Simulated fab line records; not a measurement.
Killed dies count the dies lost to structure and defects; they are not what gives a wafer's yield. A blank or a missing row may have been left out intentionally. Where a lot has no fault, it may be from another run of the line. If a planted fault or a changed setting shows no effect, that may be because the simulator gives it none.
fab line records -- flow sky130 -- part 1 of 2: steps 1 to 31 of 44
[record] lots = 5, wafers = 15, last_day = 50
route steps=708 shown SONOS_TUNNEL@156 SONOS_ONO@168 GATE_OXIDE@187
lots untouched by any fault: they come from a run of this same line in which no faults occurred
start_h: hours from the record's first day to the start of the lot's first wafer shown -- wait_h: time in hours since the lot's previous step -- " identical to the entry in the row above -- L1.1+2: a row that stands for several wafers -- - no value, or no start given -- * or withheld: withheld -- < > ~ a bound
route shown NAME@n: a module of which the file shows steps, and the number in the route of the first -- usual: mean/standard deviation taken from wafers without a fault -- same: alike in all rows -- chamber/n: place in a boat -- sites: each site's reading -- _std_site: standard deviation across them -- _edge_site: mean of outer sites minus mean of inner sites -- radius_mm: how far each site lies from the wafer's centre -- mask NAME#n: copy n -- behind: the most recent tool/chamber to have shaped the wafer -- hold: why the lot was held/for how many hours/how that ended -- device: transistor that didn't switch, given as n, p or np -- end of line: the route-end tests of the same wafers -- a step given without rows: its recipe and nothing more -- killed: dies that structure and defects cost at the first sort, which is not the same as the wafer's yield -- map: the dies of a wafer, with x for killed, . for not killed, _ for no die there
set.NAME: the setting as run; set.NAME@STEP: as run at that earlier step -- model.NAME: the simulator's own value behind a step, which no gauge read
a table for each step, a row for each wafer; lots at some steps of the route
services: the hour from which a tool's chamber was out of use, counted from the record's first day as start_h (under 0 if before that day), plus the number of hours and why
[[steps]]
[step SKY_SONOS_TUNNEL_COAT_02]
[recipe] resist = NOVOLAK, spin_rpm = 3000, resist_thk_nm = 1140
[usual] spin_speed_rpm = 2999.8/2.1
lot.wafer,tool,chamber,start_h,wait_h,spin_speed_rpm
L077.1,litho_track-01,0,266.90,0.1,2998.1
L077.2,litho_track-01,0,266.90,0.1,3004.7
L077.6,litho_track-01,0,266.90,0.1,2998.8
L081.3,litho_track-04,0,290.31,0.1,2998.6
L081.5,litho_track-04,0,290.31,0.1,2998.6
L081.6,litho_track-04,0,290.31,0.1,3000.2
L089.3,litho_track-04,0,352.56,0.1,3000.7
L089.5,litho_track-04,0,352.56,0.1,2996.9
L089.6,litho_track-04,0,352.56,0.1,2999.0
L091.2,litho_track-01,0,372.58,0.1,3001.9
L091.4,litho_track-01,0,372.58,0.1,3002.8
L091.6,litho_track-01,0,372.58,0.1,3001.6
L097.2,litho_track-03,0,419.69,0.1,2998.4
L097.5,litho_track-03,0,419.69,0.1,2996.1
L097.6,litho_track-03,0,419.69,0.1,2999.6
[step SKY_SONOS_TUNNEL_SOFTBAKE_03]
[recipe] temp_c = 90, time_s = 60, resist = NOVOLAK
lot.wafer,tool,chamber,start_h,wait_h
L077.1+2+6,litho_track-01,0,267.05,0.1
L081.3+5+6,litho_track-04,0,290.46,0.1
L089.3+5+6,litho_track-04,0,352.71,0.1
L091.2+4+6,litho_track-01,0,372.73,0.1
L097.2+5+6,litho_track-03,0,419.84,0.1
[step SKY_SONOS_TUNNEL_EXPOSE_04]
[recipe] mask_id = TUNM, na = 0.6, source_shape = conventional, sigma_outer = 0.6, polarization = unpolarized, target_cd_nm = 410, dose_mj = 136
[usual] focus_offset_nm = 0.0/0.61
lot.wafer,tool,chamber,start_h,wait_h,mask,focus_offset_nm
L077.1,iline_stepper-02,0,-,-,TUNM#0,-0.6
L077.2,iline_stepper-02,0,-,-,TUNM#0,-0.9
L077.6,iline_stepper-02,0,-,-,TUNM#0,0.2
L081.3,iline_stepper-02,0,-,-,TUNM#0,0.1
L081.5,iline_stepper-02,0,-,-,TUNM#0,0.4
L081.6,iline_stepper-02,0,-,-,TUNM#0,-0.4
L089.3,iline_stepper-02,0,-,-,TUNM#0,0.6
L089.5,iline_stepper-02,0,-,-,TUNM#0,0.0
L089.6,iline_stepper-02,0,-,-,TUNM#0,-0.1
L091.2,iline_stepper-01,0,-,-,TUNM#0,-0.4
L091.4,iline_stepper-01,0,-,-,TUNM#0,-0.9
L091.6,iline_stepper-01,0,-,-,TUNM#0,-0.5
L097.2,iline_stepper-01,0,-,-,TUNM#0,-0.4
L097.5,iline_stepper-01,0,-,-,TUNM#0,-1.0
L097.6,iline_stepper-01,0,-,-,TUNM#0,-0.7
[step SKY_SONOS_TUNNEL_PEB_05]
[recipe] temp_c = withheld, time_s = *, resist = NOVOLAK
lot.wafer,tool,chamber,start_h,wait_h
L077.1+2+6,litho_track-03,0,-,-
L081.3+5+6,litho_track-01,0,-,-
L089.3+5+6,litho_track-01,0,-,-
L091.2+4+6,litho_track-01,0,-,-
L097.2+5+6,litho_track-04,0,-,-
[step SKY_SONOS_TUNNEL_DEVELOP_06]
[recipe] resist = NOVOLAK, developer = TMAH, develop_time_s = 60, dev_temp_c = 23
lot.wafer,tool,chamber,start_h,wait_h
L077.1+2+6,litho_track-03,0,278.87,0.1
L081.3+5+6,litho_track-01,0,302.85,0.1
L089.3+5+6,litho_track-01,0,366.90,0.1
L091.2+4+6,litho_track-01,0,386.33,0.1
L097.2+5+6,litho_track-04,0,434.74,0.1
[step SKY_SONOS_TUNNEL_CD_MEAS_07]
[recipe] target_cd_nm = 410
[usual] cd_nm = 410.2/2.3
lot.wafer,tool,chamber,start_h,wait_h,cd_nm
L077.1,cd_sem-02,-,279.02,0.1,411.8
L077.2,cd_sem-02,-,279.02,0.1,410.9
L077.6,cd_sem-02,-,279.02,0.1,411.4
L081.3,cd_sem-02,-,302.99,0.1,408.1
L081.5,cd_sem-02,-,302.99,0.1,406.5
L081.6,cd_sem-02,-,302.99,0.1,407.1
L089.3,cd_sem-02,-,367.04,0.1,404.6
L089.5,cd_sem-02,-,367.04,0.1,408.2
L089.6,cd_sem-02,-,367.04,0.1,406.0
L091.2,cd_sem-01,-,386.47,0.1,409.7
L091.4,cd_sem-01,-,386.47,0.1,407.5
L091.6,cd_sem-01,-,386.47,0.1,407.9
L097.2,cd_sem-01,-,434.88,0.1,411.6
L097.5,cd_sem-01,-,434.88,0.1,411.6
L097.6,cd_sem-01,-,434.88,0.1,409.0
[step SKY_SONOS_TUNNEL_OVL_MEAS_08]
[usual] SONOS_TUNNEL_OVL = -0.3/1.5
lot.wafer,tool,chamber,start_h,wait_h,SONOS_TUNNEL_OVL[nm]
L077.1,overlay-02,-,279.14,0.1,0.7
L077.2,overlay-02,-,279.14,0.1,1.1
L077.6,overlay-02,-,279.14,0.1,2.2
L081.3,overlay-01,-,303.09,0.1,-1.4
L081.5,overlay-01,-,303.09,0.1,-1.0
L081.6,overlay-01,-,303.09,0.1,-0.5
L089.3,overlay-02,-,367.14,0.1,-2.5
L089.5,overlay-02,-,367.14,0.1,-1.6
L089.6,overlay-02,-,367.14,0.1,-1.4
L091.2,overlay-02,-,386.58,0.1,2.2
L091.4,overlay-02,-,386.58,0.1,3.0
L091.6,overlay-02,-,386.58,0.1,2.0
L097.2,overlay-02,-,434.99,0.1,0.8
L097.5,overlay-02,-,434.99,0.1,1.0
L097.6,overlay-02,-,434.99,0.1,0.0
[step SKY_SONOS_TUNNEL_IMPLANT_09]
[recipe] species = B, energy_kev = 20, dose_cm2 = 1e+12, tilt_deg = withheld
lot.wafer,tool,chamber,start_h,wait_h
L077.1+2+6,implanter-02,0,279.17,0.0
L081.3+5+6,implanter-02,0,303.16,0.1
L089.3+5+6,implanter-01,0,367.21,0.1
L091.2+4+6,implanter-03,0,386.63,0.0
L097.2+5+6,implanter-01,0,435.04,0.0
[step SKY_SONOS_TUNNEL_WET_ETCH_10]
[recipe] chemistry = dHF, target_depth_nm = 14, target = SiO2, dilution = 100:1, temp_c = 25, time_s = 280
lot.wafer,tool,chamber,start_h,wait_h
L077.1+2+6,wet_bench-02,0,279.32,0.1
L081.3+5+6,wet_bench-04,1,303.26,0.1
L089.3+5+6,wet_bench-02,3,367.31,0.1
L091.2+4+6,wet_bench-03,0,386.76,0.1
L097.2+5+6,wet_bench-03,3,435.17,0.1
[step SKY_SONOS_TUNNEL_STRIP_11]
[recipe] chemistry = SPM, time_s = 600, temp_c = 130
lot.wafer,tool,chamber,start_h,wait_h
L077.1+2+6,wet_bench-03,2,279.41,0.0
L081.3+5+6,wet_bench-03,3,303.36,0.0
L089.3+5+6,wet_bench-03,3,367.40,0.0
L091.2+4+6,wet_bench-03,1,386.85,0.0
L097.2+5+6,wet_bench-04,3,435.25,0.0
[step SKY_SONOS_TUNNEL_TW_MEAS_12]
[usual] SONOS_TUNNEL_TW = 197.6/1.2
lot.wafer,tool,chamber,start_h,wait_h,SONOS_TUNNEL_TW
L077.1,film_metro-03,-,279.58,0.0,198.9
L077.2,film_metro-03,-,279.58,0.0,199.7
L077.6,film_metro-03,-,279.58,0.0,199.0
L081.3,film_metro-04,-,303.56,0.0,197.8
L081.5,film_metro-04,-,303.56,0.0,198.1
L081.6,film_metro-04,-,303.56,0.0,197.6
L089.3,film_metro-03,-,367.59,0.0,198.5
L089.5,film_metro-03,-,367.59,0.0,198.3
L089.6,film_metro-03,-,367.59,0.0,198.6
L091.2,film_metro-04,-,387.03,0.0,197.1
L091.4,film_metro-04,-,387.03,0.0,196.0
L091.6,film_metro-04,-,387.03,0.0,195.2
L097.2,film_metro-02,-,435.44,0.0,198.3
L097.5,film_metro-02,-,435.44,0.0,199.2
L097.6,film_metro-02,-,435.44,0.0,198.0
[step SKY_SONOS_TUNNEL_CLEAN_13]
[recipe] chemistry = dHF, time_s = 20, dilution = 100:1, dry = ipa_marangoni
lot.wafer,tool,chamber,start_h,wait_h
L077.1+2+6,wet_bench-04,1,279.64,0.1
L081.3+5+6,wet_bench-02,3,303.60,0.0
L089.3+5+6,wet_bench-04,1,367.63,0.0
L091.2+4+6,wet_bench-03,0,387.08,0.0
L097.2+5+6,wet_bench-03,1,435.49,0.0
[step SKY_SONOS_ONO_OXIDATION_00]
[recipe] temp_c = 800, ambient = O2, idle_temp_c = 700, ramp_up_c_per_min = 10, ramp_down_c_per_min = 3, stabilise_s = 600, purge_s = 300, target_thk_a = 26, ox_time_s = 1230
[usual] spike_tc_top_C = 811.5/2.2
lot.wafer,tool,chamber,start_h,wait_h,spike_tc_top_C
L077.1,furnace-01,0,280.71,1.0,807.8
L077.2,furnace-01,0,280.71,1.0,810.8
L077.6,furnace-01,0,280.71,1.0,808.2
L081.3,furnace-01,0,303.61,0.0,810.5
L081.5,furnace-01,0,303.61,0.0,809.6
L081.6,furnace-01,0,303.61,0.0,809.2
L089.3,furnace-02,0,370.29,2.6,814.5
L089.5,furnace-02,0,370.29,2.6,814.3
L089.6,furnace-02,0,370.29,2.6,813.8
L091.2,furnace-02,0,387.18,0.1,812.8
L091.4,furnace-02,0,387.18,0.1,814.8
L091.6,furnace-02,0,387.18,0.1,814.3
L097.2,furnace-01,0,435.50,0.0,810.6
L097.5,furnace-01,0,435.50,0.0,808.2
L097.6,furnace-01,0,435.50,0.0,809.9
[step SKY_SONOS_ONO_THK_MEAS_01]
[recipe] reads = SiO2_of_SONOS_ONO_OXIDATION_00
[usual] SONOS_ONO_OXIDATION_THK = 2.58/0.052
lot.wafer,tool,chamber,start_h,wait_h,SONOS_ONO_OXIDATION_THK[nm]
L077.1,film_metro-03,-,282.05,0.0,2.58
L077.2,film_metro-03,-,282.05,0.0,2.67
L077.6,film_metro-03,-,282.05,0.0,2.60
L081.3,film_metro-01,-,305.07,0.1,2.51
L081.5,film_metro-01,-,305.07,0.1,2.57
L081.6,film_metro-01,-,305.07,0.1,2.54
L089.3,film_metro-01,-,371.66,0.0,2.59
L089.5,film_metro-01,-,371.66,0.0,2.61
L089.6,film_metro-01,-,371.66,0.0,2.63
L091.2,film_metro-03,-,388.53,0.0,2.58
L091.4,film_metro-03,-,388.53,0.0,2.62
L091.6,film_metro-03,-,388.53,0.0,2.66
L097.2,film_metro-01,-,436.86,0.0,2.53
L097.5,film_metro-01,-,436.86,0.0,2.59
L097.6,film_metro-01,-,436.86,0.0,2.58
[step SKY_SONOS_ONO_CVD_02]
[recipe] material = Si3N4, precursor = DCS/NH3, target_thk_nm = 10.5, temp_c = 770, time_s = 180, pressure_mtorr = 250
[usual] spike_tc_top_C = 782.2/1
lot.wafer,tool,chamber,start_h,wait_h,spike_tc_top_C
L077.1,lpcvd-02,0,282.11,0.1,781.7
L077.2,lpcvd-02,0,282.11,0.1,783.3
L077.6,lpcvd-02,0,282.11,0.1,781.7
L081.3,lpcvd-02,1,305.89,0.8,779.8
L081.5,lpcvd-02,1,305.89,0.8,780.7
L081.6,lpcvd-02,1,305.89,0.8,781.5
L089.3,lpcvd-02,0,371.70,0.0,782.1
L089.5,lpcvd-02,0,371.70,0.0,783.7
L089.6,lpcvd-02,0,371.70,0.0,782.9
L091.2,lpcvd-02,0,390.38,1.8,783.9
L091.4,lpcvd-02,0,390.38,1.8,781.6
L091.6,lpcvd-02,0,390.38,1.8,782.9
L097.2,lpcvd-02,0,453.31,16.4,782.2
L097.5,lpcvd-02,0,453.31,16.4,779.2
L097.6,lpcvd-02,0,453.31,16.4,783.1
[step SKY_SONOS_ONO_THK_MEAS_03]
[recipe] reads = Si3N4_of_SONOS_ONO_CVD_02
[usual] SONOS_ONO_CVD_02_THK = 10.58/0.14
lot.wafer,tool,chamber,start_h,wait_h,SONOS_ONO_CVD_02_THK[nm]
L077.1,film_metro-03,-,283.16,0.0,10.47
L077.2,film_metro-03,-,283.16,0.0,10.43
L077.6,film_metro-03,-,283.16,0.0,10.43
L081.3,film_metro-03,-,306.96,0.0,10.49
L081.5,film_metro-03,-,306.96,0.0,10.66
L081.6,film_metro-03,-,306.96,0.0,10.59
L089.3,film_metro-03,-,372.77,0.0,10.59
L089.5,film_metro-03,-,372.77,0.0,10.42
L089.6,film_metro-03,-,372.77,0.0,10.52
L091.2,film_metro-03,-,391.44,0.0,10.59
L091.4,film_metro-03,-,391.44,0.0,10.54
L091.6,film_metro-03,-,391.44,0.0,10.75
L097.2,film_metro-02,-,454.37,0.0,10.65
L097.5,film_metro-02,-,454.37,0.0,10.66
L097.6,film_metro-02,-,454.37,0.0,10.67
[step SKY_SONOS_ONO_CVD_04]
[recipe] material = SiO2, precursor = SiH4/N2O, target_thk_nm = 5.7199, temp_c = 900, pressure_mtorr = 400
[usual] spike_tc_top_C = 909/5.5
lot.wafer,tool,chamber,start_h,wait_h,spike_tc_top_C
L077.1,lpcvd-03,0,283.22,0.1,904
L077.2,lpcvd-03,0,283.22,0.1,906
L077.6,lpcvd-03,0,283.22,0.1,905
L081.3,lpcvd-03,1,331.25,24.3,915
L081.5,lpcvd-03,1,331.25,24.3,916
L081.6,lpcvd-03,1,331.25,24.3,916
L089.3,lpcvd-03,1,372.81,0.0,918
L089.5,lpcvd-03,1,372.81,0.0,916
L089.6,lpcvd-03,1,372.81,0.0,916
L091.2,lpcvd-03,1,391.49,0.0,916
L091.4,lpcvd-03,1,391.49,0.0,916
L091.6,lpcvd-03,1,391.49,0.0,917
L097.2,lpcvd-03,1,454.42,0.0,917
L097.5,lpcvd-03,1,454.42,0.0,917
L097.6,lpcvd-03,1,454.42,0.0,915
[step SKY_SONOS_ONO_THK_MEAS_05]
[recipe] reads = SiO2_of_SONOS_ONO_CVD_04
[usual] SONOS_ONO_CVD_04_THK = 5.83/0.081
lot.wafer,tool,chamber,start_h,wait_h,SONOS_ONO_CVD_04_THK[nm]
L077.1,film_metro-03,-,284.47,0.0,5.73
L077.2,film_metro-03,-,284.47,0.0,5.74
L077.6,film_metro-03,-,284.47,0.0,5.81
L081.3,film_metro-01,-,332.58,0.1,5.89
L081.5,film_metro-01,-,332.58,0.1,5.88
L081.6,film_metro-01,-,332.58,0.1,5.87
L089.3,film_metro-01,-,374.08,0.0,5.91
L089.5,film_metro-01,-,374.08,0.0,5.81
L089.6,film_metro-01,-,374.08,0.0,5.90
L091.2,film_metro-03,-,392.75,0.0,5.88
L091.4,film_metro-03,-,392.75,0.0,5.76
L091.6,film_metro-03,-,392.75,0.0,5.83
L097.2,film_metro-02,-,455.69,0.0,5.74
L097.5,film_metro-02,-,455.69,0.0,5.79
L097.6,film_metro-02,-,455.69,0.0,5.71
[step SKY_SONOS_ONO_DEHYDRATE_06]
[recipe] temp_c = 200, time_s = 60
lot.wafer,tool,chamber,start_h,wait_h
L077.1+2+6,litho_track-03,0,296.57,12.1
L081.3+5+6,litho_track-02,0,345.59,13.0
L089.3+5+6,litho_track-04,0,387.21,13.1
L091.2+4+6,litho_track-03,0,405.74,13.0
L097.2+5+6,litho_track-03,0,468.59,12.9
[step SKY_SONOS_ONO_HMDS_07]
[recipe] prime_time_s = 60, prime_temp_c = 120
lot.wafer,tool,chamber,start_h,wait_h
L077.1+2+6,litho_track-03,0,296.72,0.1
L081.3+5+6,litho_track-02,0,345.74,0.1
L089.3+5+6,litho_track-04,0,387.36,0.1
L091.2+4+6,litho_track-03,0,405.89,0.1
L097.2+5+6,litho_track-03,0,468.74,0.1
[step SKY_SONOS_ONO_COAT_08]
[recipe] resist = NOVOLAK, spin_rpm = 3000, resist_thk_nm = 1140
[usual] spin_speed_rpm = 3000.0/2
lot.wafer,tool,chamber,start_h,wait_h,spin_speed_rpm
L077.1,litho_track-03,0,296.87,0.1,2999.1
L077.2,litho_track-03,0,296.87,0.1,2997.8
L077.6,litho_track-03,0,296.87,0.1,3000.7
L081.3,litho_track-02,0,345.89,0.1,2997.5
L081.5,litho_track-02,0,345.89,0.1,2999.7
L081.6,litho_track-02,0,345.89,0.1,3000.1
L089.3,litho_track-04,0,387.51,0.1,3002.0
L089.5,litho_track-04,0,387.51,0.1,3002.0
L089.6,litho_track-04,0,387.51,0.1,2996.9
L091.2,litho_track-03,0,406.04,0.1,3000.2
L091.4,litho_track-03,0,406.04,0.1,3000.5
L091.6,litho_track-03,0,406.04,0.1,3001.2
L097.2,litho_track-03,0,468.89,0.1,3000.2
L097.5,litho_track-03,0,468.89,0.1,3001.4
L097.6,litho_track-03,0,468.89,0.1,3002.4
[step SKY_SONOS_ONO_SOFTBAKE_09]
[recipe] temp_c = 90, time_s = 60, resist = NOVOLAK
lot.wafer,tool,chamber,start_h,wait_h
L077.1+2+6,litho_track-03,0,297.02,0.1
L081.3+5+6,litho_track-02,0,346.04,0.1
L089.3+5+6,litho_track-04,0,387.66,0.1
L091.2+4+6,litho_track-03,0,406.19,0.1
L097.2+5+6,litho_track-03,0,469.04,0.1
[step SKY_SONOS_ONO_EXPOSE_10]
[recipe] mask_id = ONOM, target_cd_nm = 410, na = 0.6, source_shape = conventional, sigma_outer = 0.6, dose_mj = 150
[usual] focus_offset_nm = 0.0/0.58
lot.wafer,tool,chamber,start_h,wait_h,mask,focus_offset_nm
L077.1,iline_stepper-01,0,-,-,ONOM#0,0.0
L077.2,iline_stepper-01,0,-,-,ONOM#0,-0.7
L077.6,iline_stepper-01,0,-,-,ONOM#0,1.0
L081.3,iline_stepper-02,0,-,-,ONOM#0,-0.1
L081.5,iline_stepper-02,0,-,-,ONOM#0,0.5
L081.6,iline_stepper-02,0,-,-,ONOM#0,0.6
L089.3,iline_stepper-01,0,-,-,ONOM#0,0.8
L089.5,iline_stepper-01,0,-,-,ONOM#0,0.1
L089.6,iline_stepper-01,0,-,-,ONOM#0,-0.3
L091.2,iline_stepper-01,0,-,-,ONOM#0,0.0
L091.4,iline_stepper-01,0,-,-,ONOM#0,0.1
L091.6,iline_stepper-01,0,-,-,ONOM#0,-0.9
L097.2,iline_stepper-01,0,-,-,ONOM#0,0.7
L097.5,iline_stepper-01,0,-,-,ONOM#0,0.9
L097.6,iline_stepper-01,0,-,-,ONOM#0,-0.6
[step SKY_SONOS_ONO_PEB_11]
[recipe] temp_c = withheld, time_s = *, resist = NOVOLAK
lot.wafer,tool,chamber,start_h,wait_h
L077.1+2+6,litho_track-02,0,-,-
L081.3+5+6,litho_track-02,0,-,-
L089.3+5+6,litho_track-03,0,-,-
L091.2+4+6,litho_track-04,0,-,-
L097.2+5+6,litho_track-03,0,-,-
[step SKY_SONOS_ONO_DEVELOP_12]
[recipe] develop_time_s = 60, dev_temp_c = 23
lot.wafer,tool,chamber,start_h,wait_h
L077.1+2+6,litho_track-02,0,309.49,0.1
L081.3+5+6,litho_track-02,0,360.19,0.1
L089.3+5+6,litho_track-03,0,402.22,0.1
L091.2+4+6,litho_track-04,0,421.19,0.1
L097.2+5+6,litho_track-03,0,486.09,0.1
[step SKY_SONOS_ONO_CD_MEAS_13]
[recipe] target_cd_nm = 410
[usual] cd_nm = 410.4/2.3
lot.wafer,tool,chamber,start_h,wait_h,cd_nm
L077.1,cd_sem-02,-,309.64,0.1,408.5
L077.2,cd_sem-02,-,309.64,0.1,409.9
L077.6,cd_sem-02,-,309.64,0.1,410.2
L081.3,cd_sem-01,-,360.33,0.1,412.8
L081.5,cd_sem-01,-,360.33,0.1,412.5
L081.6,cd_sem-01,-,360.33,0.1,414.5
L089.3,cd_sem-01,-,402.36,0.1,407.4
L089.5,cd_sem-01,-,402.36,0.1,408.0
L089.6,cd_sem-01,-,402.36,0.1,409.7
L091.2,cd_sem-02,-,421.33,0.1,410.1
L091.4,cd_sem-02,-,421.33,0.1,411.8
L091.6,cd_sem-02,-,421.33,0.1,412.7
L097.2,cd_sem-01,-,486.24,0.1,410.7
L097.5,cd_sem-01,-,486.24,0.1,409.4
L097.6,cd_sem-01,-,486.24,0.1,409.1
[step SKY_SONOS_ONO_OVL_MEAS_14]
[usual] SONOS_ONO_OVL = 0.2/1.5
lot.wafer,tool,chamber,start_h,wait_h,SONOS_ONO_OVL[nm]
L077.1,overlay-02,-,309.76,0.1,0.6
L077.2,overlay-02,-,309.76,0.1,-0.7
L077.6,overlay-02,-,309.76,0.1,-0.2
L081.3,overlay-01,-,360.42,0.1,-1.2
L081.5,overlay-01,-,360.42,0.1,0.3
L081.6,overlay-01,-,360.42,0.1,-2.0
L089.3,overlay-01,-,402.45,0.1,-2.3
L089.5,overlay-01,-,402.45,0.1,-2.0
L089.6,overlay-01,-,402.45,0.1,-0.8
L091.2,overlay-02,-,421.44,0.1,0.9
L091.4,overlay-02,-,421.44,0.1,1.4
L091.6,overlay-02,-,421.44,0.1,0.4
L097.2,overlay-01,-,486.34,0.1,-0.8
L097.5,overlay-01,-,486.34,0.1,0.3
L097.6,overlay-01,-,486.34,0.1,-0.4
[step SKY_SONOS_ONO_ETCH_15]
[recipe] target_depth_nm = 19.52, chemistry = CHF3/O2, source_w = 600, bias_w = 200, pressure_mtorr = 40, chf3_flow_sccm = 50, O2_flow_sccm = 5, time_s = 7.8
[usual] drypump_motor_current_A = 5.6/0.43, oes_product_au = 0.999/0.014, rf_fwd_power_W = 588/4, throttle_valve_pct = 8.823/0.0097
lot.wafer,tool,chamber,start_h,wait_h,drypump_motor_current_A,oes_product_au,rf_fwd_power_W,rf_hours_counter_h,throttle_valve_pct
L077.1,rie_diel-01,0,309.79,0.0,5.5,0.986,583,101,8.818
L077.2,rie_diel-01,1,309.79,0.0,5.7,0.994,585,8,8.816
L077.6,rie_diel-01,3,309.79,0.0,5.3,1.007,590,-,8.826
L081.3,rie_diel-01,2,360.44,0.0,5.8,1.013,589,1,8.829
L081.5,rie_diel-01,1,360.44,0.0,5.7,0.984,584,-,8.803
L081.6,rie_diel-01,2,360.44,0.0,5.8,1.012,589,-,8.822
L089.3,rie_diel-03,0,402.47,0.0,5.6,1.010,584,29,8.825
L089.5,rie_diel-03,3,402.47,0.0,6.2,1.017,587,-,8.823
L089.6,rie_diel-03,2,402.47,0.0,5.8,0.984,585,-,8.833
L091.2,rie_diel-01,2,421.47,0.0,5.9,1.019,594,2,8.826
L091.4,rie_diel-01,0,421.47,0.0,5.5,0.996,585,102,8.815
L091.6,rie_diel-01,0,421.47,0.0,5.5,0.991,584,-,8.809
L097.2,rie_diel-01,3,486.37,0.0,5.3,0.993,593,3,8.826
L097.5,rie_diel-01,2,486.37,0.0,5.8,1.005,592,-,8.835
L097.6,rie_diel-01,1,486.37,0.0,5.7,0.999,586,-,8.812
[step SKY_SONOS_ONO_WET_ETCH_16]
[recipe] chemistry = dHF, target_depth_nm = 14, dry = n2_spin, target = SiO2, dilution = 100:1, temp_c = 25, time_s = 280
lot.wafer,tool,chamber,start_h,wait_h
L077.1+2+6,wet_bench-02,2,309.81,0.0
L081.3+5+6,wet_bench-04,0,360.46,0.0
L089.3+5+6,wet_bench-01,2,402.49,0.0
L091.2+4+6,wet_bench-02,0,421.49,0.0
L097.2+5+6,wet_bench-02,3,486.39,0.0
[step SKY_SONOS_ONO_STRIP_17]
[recipe] chemistry = O2/N2, power_w = 1400, pressure_mtorr = 1500, platen_temp_c = withheld, o2_flow_sccm = 3000, n2_flow_sccm = 300, overash_fraction = 0.5
[usual] drypump_motor_current_A = 5.25/0.27, oes_product_au = 0.710/0.005, strip_time_to_endpoint_s = 14.11/0.036
lot.wafer,tool,chamber,start_h,wait_h,drypump_motor_current_A,oes_product_au,rf_hours_counter_h,strip_time_to_endpoint_s
L077.1,plasma_asher-01,0,309.90,0.0,5.49,0.714,18,14.09
L077.2,plasma_asher-01,1,309.90,0.0,4.96,0.716,18,14.13
L077.6,plasma_asher-01,1,309.90,0.0,4.95,0.713,-,14.05
L081.3,plasma_asher-02,1,360.58,0.0,4.95,0.716,-,14.08
L081.5,plasma_asher-02,0,360.58,0.0,5.48,0.714,-,14.05
L081.6,plasma_asher-02,1,360.58,0.0,4.94,0.711,-,14.07
L089.3,plasma_asher-02,1,402.61,0.0,4.94,0.705,-,14.14
L089.5,plasma_asher-02,0,402.61,0.0,5.51,0.706,-,14.20
L089.6,plasma_asher-02,1,402.61,0.0,4.93,0.709,-,14.15
L091.2,plasma_asher-01,1,421.58,0.0,4.95,0.711,32,14.11
L091.4,plasma_asher-01,0,421.58,0.0,5.49,0.712,-,14.12
L091.6,plasma_asher-01,0,421.58,0.0,5.50,0.710,-,14.11
L097.2,plasma_asher-01,0,486.49,0.0,5.49,0.708,40,14.14
L097.5,plasma_asher-01,0,486.49,0.0,5.49,0.711,-,14.12
L097.6,plasma_asher-01,1,486.49,0.0,4.99,0.726,-,14.10
[step SKY_SONOS_ONO_WET_ETCH_18]
[recipe] chemistry = H3PO4, target_depth_nm = 15, target = Si3N4, temp_c = 160, time_s = 172
lot.wafer,tool,chamber,start_h,wait_h
L077.1+2+6,wet_bench-01,1,310.00,0.1
L081.3+5+6,wet_bench-01,1,360.65,0.0
L089.3+5+6,wet_bench-04,2,402.68,0.0
L091.2+4+6,wet_bench-04,3,421.68,0.1
L097.2+5+6,wet_bench-01,2,486.59,0.1
